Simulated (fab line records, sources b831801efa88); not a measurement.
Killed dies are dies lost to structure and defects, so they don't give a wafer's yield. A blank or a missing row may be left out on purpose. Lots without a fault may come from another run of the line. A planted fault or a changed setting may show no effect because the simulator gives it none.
Tool commonality check | flow sky130 | 12 lots, 34 wafers sampled

WHY IT WAS OPENED
At SKY_SD_N_RS_MEAS_16 the reading SD_N_RS is flagged on 1 of 12 lots. Wafers without a fault read 68.51 ohm/sq, standard deviation 0.16.
Rule: a lot is flagged when every wafer of it that has a number lies more than 4 standard deviations from that mean, or none has a number. The other lots count as sound.

lot  | measured     | on            | SD_N_RS (ohm/sq), wafer by wafer | flag
L214 | day 27 20:43 | film_metro-04 | 68.61 68.62 68.59                |
L215 | day 28 05:23 | film_metro-03 | 68.28 68.40 68.47                |
L216 | day 28 20:10 | film_metro-04 | 68.68 68.68 68.76                |
L218 | day 29 12:31 | film_metro-04 | 68.71 68.56 68.66                |
L220 | day 29 17:45 | film_metro-02 | 68.29 68.29 68.19                |
L221 | day 30 13:55 | film_metro-02 | 68.49 68.40 68.55                |
L223 | day 30 19:35 | film_metro-04 | 68.84 68.64 68.61                |
L228 | day 32 13:47 | film_metro-03 | 68.25 68.42 68.31                |
L230 | day 33 08:26 | film_metro-02 | 67.44                            | FLAGGED
L233 | day 34 07:45 | film_metro-02 | 68.43 68.48 68.38                |
L235 | day 34 09:41 | film_metro-02 | 68.62 68.48 68.54                |
L237 | day 35 01:49 | film_metro-02 | 68.54 68.59 68.45                |
The numbers of the flagged lots are 67.44 ohm/sq on average: -1.07 ohm/sq against the usual, or -7 standard deviations.

WHICH TOOL RAN EACH LOT
The record holds 2 process steps before the reading, out of a route of 708 steps. In each cell: the tool, then ch and the chambers that the sampled wafers went through, then the start.
lot  | flag    | SKY_SD_P_STRIP_10                    | SKY_SD_N_RTA_14
L214 |         | plasma_asher-04 ch 0,1, day 25 10:17 | rtp_anneal-02 ch 0, day 27 20:32
L215 |         | plasma_asher-03 ch 0,1, day 25 19:07 | rtp_anneal-01 ch 0, day 28 05:12
L216 |         | plasma_asher-04 ch 0,1, day 26 10:29 | rtp_anneal-02 ch 0, day 28 19:58
L218 |         | plasma_asher-04 ch 0,1, day 27 03:59 | rtp_anneal-02 ch 0, day 29 12:20
L220 |         | plasma_asher-04 ch 0,1, day 27 09:53 | rtp_anneal-02 ch 0, day 29 17:33
L221 |         | plasma_asher-03 ch 0,1, day 28 05:35 | rtp_anneal-01 ch 0, day 30 13:44
L223 |         | plasma_asher-01 ch 0,1, day 28 11:28 | rtp_anneal-01 ch 0, day 30 19:24
L228 |         | plasma_asher-01 ch 0,1, day 30 05:50 | rtp_anneal-02 ch 0, day 32 13:34
L230 | FLAGGED | plasma_asher-03 ch 0, day 31 01:38   | rtp_anneal-02 ch 0, day 33 08:13
L233 |         | plasma_asher-01 ch 0,1, day 32 01:32 | rtp_anneal-01 ch 0, day 34 07:34
L235 |         | plasma_asher-03 ch 0,1, day 32 05:01 | rtp_anneal-01 ch 0, day 34 09:30
L237 |         | plasma_asher-03 ch 0,1, day 32 20:56 | rtp_anneal-01 ch 0, day 35 01:38
What these steps do:
- SKY_SD_P_STRIP_10: strips in O2/N2.
- SKY_SD_N_RTA_14: time 2 s.
- SKY_SD_N_RS_MEAS_16: measures by four-point-probe.

FLAGGED OVER TOTAL, TOOL BY TOOL (the gauges that took the reading come last)
step                | tool            | lots run | flagged | share of the flagged lots | sound lots run after its first flagged lot
SKY_SD_P_STRIP_10   | plasma_asher-01 | 3        | 0       | none                      | -
SKY_SD_P_STRIP_10   | plasma_asher-03 | 5        | 1       | all                       | 2 (L235,L237)
SKY_SD_P_STRIP_10   | plasma_asher-04 | 4        | 0       | none                      | -
SKY_SD_N_RTA_14     | rtp_anneal-01   | 6        | 0       | none                      | -
SKY_SD_N_RTA_14     | rtp_anneal-02   | 6        | 1       | all                       | 0
SKY_SD_N_RS_MEAS_16 | film_metro-02   | 6        | 1       | all                       | 3 (L233,L235,L237)
SKY_SD_N_RS_MEAS_16 | film_metro-03   | 2        | 0       | none                      | -
SKY_SD_N_RS_MEAS_16 | film_metro-04   | 4        | 0       | none                      | -

WHAT THE TABLE ALLOWS
3 rows of the table ran every flagged lot: plasma_asher-03 at SKY_SD_P_STRIP_10, rtp_anneal-02 at SKY_SD_N_RTA_14, film_metro-02 at SKY_SD_N_RS_MEAS_16.
- plasma_asher-03 at SKY_SD_P_STRIP_10: 1 of its 5 lots flagged. Sound lots ran on it after the first flagged one (L235, L237), which a lasting fault on the whole tool wouldn't allow.
- rtp_anneal-02 at SKY_SD_N_RTA_14: 1 of its 6 lots flagged. Its last sound lot is L228 (day 32 13:34), its first flagged lot L230 (day 33 08:13): a fault that began between those two fits. Its own readings lie more than 4 standard deviations out on every wafer of the flagged lots: wafer_temp_C_max.
- film_metro-02 at SKY_SD_N_RS_MEAS_16: 1 of its 6 lots flagged. Sound lots ran on it after the first flagged one (L233, L235, L237), which a lasting fault on the whole tool wouldn't allow.
One tool is left: rtp_anneal-02 at SKY_SD_N_RTA_14.

WHAT THE SIMULATOR HAD PUT IN
Process parameter drift: rtp_anneal-02, from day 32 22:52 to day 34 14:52, at SKY_SD_N_RTA_14. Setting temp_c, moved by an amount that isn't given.
Lots struck among those shown: L230. The rule above found the same.
